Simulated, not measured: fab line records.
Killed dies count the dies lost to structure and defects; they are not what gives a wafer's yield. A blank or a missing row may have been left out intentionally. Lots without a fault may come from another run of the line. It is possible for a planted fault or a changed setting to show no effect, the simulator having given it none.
Code-filled problem report in 8D (eight disciplines) form -- flow sky130 -- the parts of the form that need people (team, actions taken, sign-off) are left out

1. WHAT WENT WRONG
Mean VT_ADJUST_LVTN_2_TW at SKY_VT_ADJUST_LVTN_TW_MEAS_21: 164.8 over 6 wafers in 2 lots; fault-free wafers: 186.9, standard deviation 1.3. Measured from the usual mean, that is -17 standard deviations.
The first sign was on wafer L461.1 at day 11 05:07, on film metro-03. The record has a number at this step for 42 wafers belonging to 14 lots. By rule, "out" or "out of limits" means more than 4 standard deviations away from the usual mean. All remaining wafers that have a number are taken as sound.

2. WHAT IT IS AND WHAT IT IS NOT
question,is,is not
which readings at this step,VT_ADJUST_LVTN_2_TW,-
which lots,"L461, L462","L450, L451, L453, L454, L456, L457, L458, L459, L460, L463, L469, L472"
which wafers of those lots,all that have a number,-
read on which gauges,"film metro-01, film metro-03",-
when,from day 11 05:07,"up to then (27 sound wafers); but 9 sound wafers of L463, L469, L472 came after"

3. THE SUSPECTS, EACH WITH WHAT RULES IT OUT
Counting: a tool at any process step up to the reading remains a suspect when it ran all the lots that are out and ran no sound lot after the first of those.
- ruled out: the gauge at SKY_VT_ADJUST_LVTN_TW_MEAS_21. 2 gauges (film metro-01, film metro-03) read the wafers that are out.
- implanter-01 at SKY_VT_ADJUST_LVTN_IMPLANT_19: kept. It ran every lot that is out, first L461 (day 11 04:52), and no sound lot after that; its last sound lot up to then is L460 (day 11 01:50). Its own readings are out on those wafers: dose ions cm2, faraday current uA.
Left after counting: implanter-01 at SKY_VT_ADJUST_LVTN_IMPLANT_19.

4. THE CAUSE (what the simulator had put in)
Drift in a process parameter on implanter-01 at SKY_VT_ADJUST_LVTN_IMPLANT_19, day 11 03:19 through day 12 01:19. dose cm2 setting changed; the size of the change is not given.
Counting left only this tool.

5. SEQUENCE OF EFFECTS, ordered by route
One row per reading whose mean, taken over the struck wafers that have a number, lies over 3 standard deviations from the usual. Readings are gone through only where the record gives a usual standard deviation; hours: the median, over the lots, of the time from a lot's start at the first step in this table giving one to that lot's start at this step; sigmas: the change measured in usual standard deviations.
hours,step,reading,usual,on struck wafers,change,sigmas
0,SKY_VT_ADJUST_LVTN_IMPLANT_19,dose ions cm2,6.497e+11,4.095e+11,-2.402e+11,-99 or more
0,SKY_VT_ADJUST_LVTN_IMPLANT_19,faraday current uA,3.66,2.32,-1.34,-18
0,SKY_VT_ADJUST_LVTN_TW_MEAS_21,VT_ADJUST_LVTN_2_TW,186.9,164.8,-22.2,-17
Process steps it contains:
- SKY_VT_ADJUST_LVTN_IMPLANT_19

6. HOW IT WOULD HAVE BEEN CAUGHT EARLIER
In this record the first reading out of limits at a measuring or inspecting step was taken at day 11 05:07, 2 hours after the fault began at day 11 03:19.
At SKY_VT_ADJUST_LVTN_IMPLANT_19, the tool's own readings (dose ions cm2, faraday current uA) were out on each struck wafer the step has a row for, so an alarm limit on them would have fired on the first such wafer.
Among the 2 lots that are out, L462 began SKY_VT_ADJUST_LVTN_IMPLANT_19 on implanter-01 after day 11 05:07. Putting the tool on hold at that point would have spared it.
